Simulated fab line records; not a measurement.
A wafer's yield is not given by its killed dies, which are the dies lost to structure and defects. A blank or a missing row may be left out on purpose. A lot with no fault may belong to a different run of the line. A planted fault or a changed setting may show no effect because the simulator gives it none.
The same fault as seen by 2 desks / flow gf180mcu / what lay behind the numbers comes last; until then each desk has only its own

## AT THE TOOL OWNER'S DESK: implanter-04
For each lot that ran on this tool, the mean over its sampled wafers that have a number, from the tool's own readings at GF_NSD_IMPLANT_09. Any lot whose mean is over 4 standard deviations away from the usual mean is out of limits and marked OUT; that distance is given in the brackets.
Columns: A = beam_energy_keV at GF_NSD_IMPLANT_09, usual 60.001; B = end_station_pressure_torr at GF_NSD_IMPLANT_09, usual 1.26e-05 Torr
lot=L214; first seen here=day 13 16:29; A=59.987; B=1.21e-05
lot=L216; first seen here=day 14 14:58; A=60.021; B=1.24e-05
lot=L217; first seen here=day 14 20:41; A=60.005; B=1.25e-05
lot=L221; first seen here=day 16 02:31; A=60.015; B=1.24e-05
lot=L228; first seen here=day 18 08:34; A=58.075 (-99 or more) OUT; B=1.27e-05
lot=L231; first seen here=day 19 16:37; A=58.062 (-99 or more) OUT; B=1.22e-05
This desk finds L228, L231 out of limits, L228 being first, at day 18 08:34 (beam_energy_keV at GF_NSD_IMPLANT_09). L214, L216, L217, L221 stayed within limits.

## AT THE METROLOGY DESK
Means of the sampled wafers that have a number, per lot and without regard to the tool the lot ran on: this is what the gauges read. Any lot whose mean is over 4 standard deviations away from the usual mean is out of limits and marked OUT; that distance is given in the brackets.
Columns: A = DNWELL_TW at GF_DNWELL_TW_MEAS_09, usual 1350; B = NSD_RS at GF_PSD_RS_MEAS_14, usual 46.12 ohm/sq; C = M1_ALCU_THK at GF_M1_THK_MEAS_06, usual 453 nm
lot=L213; first seen here=day 2 22:44; A=1361; B=46.18; C=449
lot=L214; first seen here=day 3 01:34; A=1355; B=46.26; C=455
lot=L215; first seen here=day 3 09:52; A=1359; B=46.15; C=455
lot=L216; first seen here=day 3 14:52; A=1337; B=46.22; C=448
lot=L217; first seen here=day 3 17:29; A=1334; B=46.42; C=462
lot=L221; first seen here=day 4 14:33; A=1349; B=46.09; C=452
lot=L222; first seen here=day 4 18:57; A=1327; B=46.02; C=462
lot=L228; first seen here=day 6 01:14; A=1342; B=46.66; C=453
lot=L231; first seen here=day 6 18:23; A=1362; B=46.56; C=455
lot=L233; first seen here=day 7 04:59; A=1364; B=45.99; C=450
lot=L236; first seen here=day 7 21:23; A=1354; B=46.18; C=448
This desk's finding: nothing out of limits on any of the 11 lots.

## TAKEN TOGETHER
The tool owner's desk could have raised an alarm at day 18 08:34, on L228, L231.
From the metrology desk's view, nothing was out of limits.
The metrology desk has L228, L231 on record, within its limits.
All the named lots went through GF_NSD_IMPLANT_09 on implanter-04.

## WHAT WAS PUT IN BY THE SIMULATOR
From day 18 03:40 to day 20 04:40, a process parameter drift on implanter-04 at GF_NSD_IMPLANT_09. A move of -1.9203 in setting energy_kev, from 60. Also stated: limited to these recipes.
Struck lots among those shown: L228, L231.
Time in hours from fault onset to the first out-of-limits reading at each desk: the tool owner's desk, 5.
